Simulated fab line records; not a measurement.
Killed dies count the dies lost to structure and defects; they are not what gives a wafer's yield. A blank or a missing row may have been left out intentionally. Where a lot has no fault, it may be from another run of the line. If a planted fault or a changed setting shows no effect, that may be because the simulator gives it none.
A lot that was struck, set against a sound lot ; flow gf180mcu ; 18 steps out of a route of 602
Sound: wafers L573.2, L573.5, L573.6. Wafers L575.1, L575.2, L575.3 were the ones struck. The cause is given at the end.
At each step with rows: each side's tool, then ch and its chambers, then its first start. Under that, the readings that differ: sound wafers ; struck wafers ; difference of the means ; sigmas: that difference in standard deviations of wafers without a fault.
alike: a reading whose means differ by less than 2 such deviations, as well as words and numbers matching on both sides. not compared: withheld readings; readings where some wafer has no value; bounds like >300 that might hide an equal value; numbers whose values overlap and for which the record gives no deviation.
Wherever a step has rows on one side only, a row that says differs or no value, or a row with sigmas, the two part there. Non-overlapping numbers with no deviation appear without sigmas and do not part them. Lack of a reading on every wafer of one side parts them only where that side has two or more wafers.

first, 2 steps without rows for these wafers: GF_CONTACT_PEB_12 (peb time 90 s); GF_CONTACT_DEVELOP_13 (develop time 60 s).
GF_CONTACT_CD_MEAS_14: the cd target is 220 nm.
  sound: cd_sem-01 at day 21 04:23; struck: cd_sem-02 at day 21 20:18
  alike: cd_nm
GF_CONTACT_OVL_MEAS_15:
  sound: overlay-02 at day 21 04:30; struck: overlay-01 at day 21 20:25
  alike: CONTACT_OVL
GF_CONTACT_ETCH_16: etches BARC in N2/H2.
  sound on rie_diel-02 ch 0,1,2, day 21 04:32; struck on rie_diel-03 ch 0,1,2, day 21 20:27
  alike: chamber_pressure_mTorr, drypump_motor_current_A, oes_product_au, throttle_valve_pct
GF_CONTACT_ETCH_17: etches SiO2 in C4F8/O2/Ar, stops on CoSi2, target depth 860 nm.
  sound on rie_diel-02 ch 0,1,2; struck on rie_diel-03 ch 0,1,2
reading;sound;struck;difference;sigmas
oes_product_au (a.u.);0.814 0.821 0.816;0.809 0.809 0.803;-0.010;-2
  alike: chamber_pressure_mTorr
GF_CONTACT_STRIP_18: strips in O2/N2.
  sound on plasma_asher-03 ch 0,1, day 21 04:41; struck on plasma_asher-02 ch 0,1, day 21 20:37
  alike: chamber_pressure_mTorr, drypump_motor_current_A, heater_power_w, oes_product_au
  not compared: rf_hours_counter_h
then, 3 steps without rows for these wafers: GF_CONTACT_CLEAN_19 (cleans in SPM); GF_CONTACT_CLEAN_20 (cleans in DIW); GF_CONTACT_CLEAN_21 (cleans in dHF, time 20 s).
GF_CONTACT_SPUTTER_22: material Ti, target thk 15 nm, time 80.02 s.
  sound: pvd_sputter-03 at day 21 04:59; struck: pvd_sputter-02 at day 21 20:55
  alike: throttle_valve_pct
GF_CONTACT_SPUTTER_23: material TiN, target thk 10 nm, time 40 s.
  sound: pvd_sputter-03 at day 21 05:03; struck: pvd_sputter-02 at day 21 20:59
  alike: throttle_valve_pct
GF_CONTACT_CVD_24: deposits W, target thk 300 nm, time 90.339 s.
  sound on cvd_w-02 ch 0,1, day 21 05:05; struck on cvd_w-01 ch 0,1, day 21 21:01
reading;sound;struck;difference;sigmas
model.W_of_CONTACT_CVD_24.thk_nm (nm);302.1 298.2 301;354.9 353.9 356.2;+54.6;
  alike: heater_power_w
GF_CONTACT_RS_MEAS_25: uses a four-point probe to measure.
  sound: film_metro-03 at day 21 05:13; struck: film_metro-01 at day 21 21:07
reading;sound;struck;difference;sigmas
CONTACT_W_RS (ohm/sq);0.379 0.384 0.381;0.323 0.324 0.322;-0.058;-16
GF_CONTACT_THK_MEAS_26: measures by xrf.
  sound: film_metro-03 at day 21 05:19; struck: film_metro-01 at day 21 21:14
reading;sound;struck;difference;sigmas
CONTACT_W_THK (nm);306 303 303;365 366 367;+62;+13
GF_CONTACT_CMP_27: polishes, stops on SiO2, t overpolish 15 s, target thk 0 nm.
  sound on cmp-02 ch 1,2, day 21 05:25; struck on cmp-02 ch 0,2,3, day 21 21:18
reading;sound;struck;difference;sigmas
time_to_endpoint_s (s);78.1 73.6 72.9;87.1 84.6 85.3;+10.8;+4
  alike: head_pressure_psi, motor_current_A
then, 1 step without rows for these wafers: GF_M1_SPUTTER_00 (material Ti, target thk 37.5 nm, time 150 s).
-- the record jumps here: 12 days lie between the struck wafers' starts before and after (it left off in module M1 and takes up again in module PASSIVATION, whose first step shown is number 602 of the route) --
GF_PASSIVATION_PROBE_99:
  rows exist in the record for the struck wafers here (prober-02, day 33 09:47), but not for the sound ones

## WHERE THEY PART
Earliest at GF_CONTACT_ETCH_17; latest, in this record, at GF_PASSIVATION_PROBE_99.

WHY: what the simulator had put in
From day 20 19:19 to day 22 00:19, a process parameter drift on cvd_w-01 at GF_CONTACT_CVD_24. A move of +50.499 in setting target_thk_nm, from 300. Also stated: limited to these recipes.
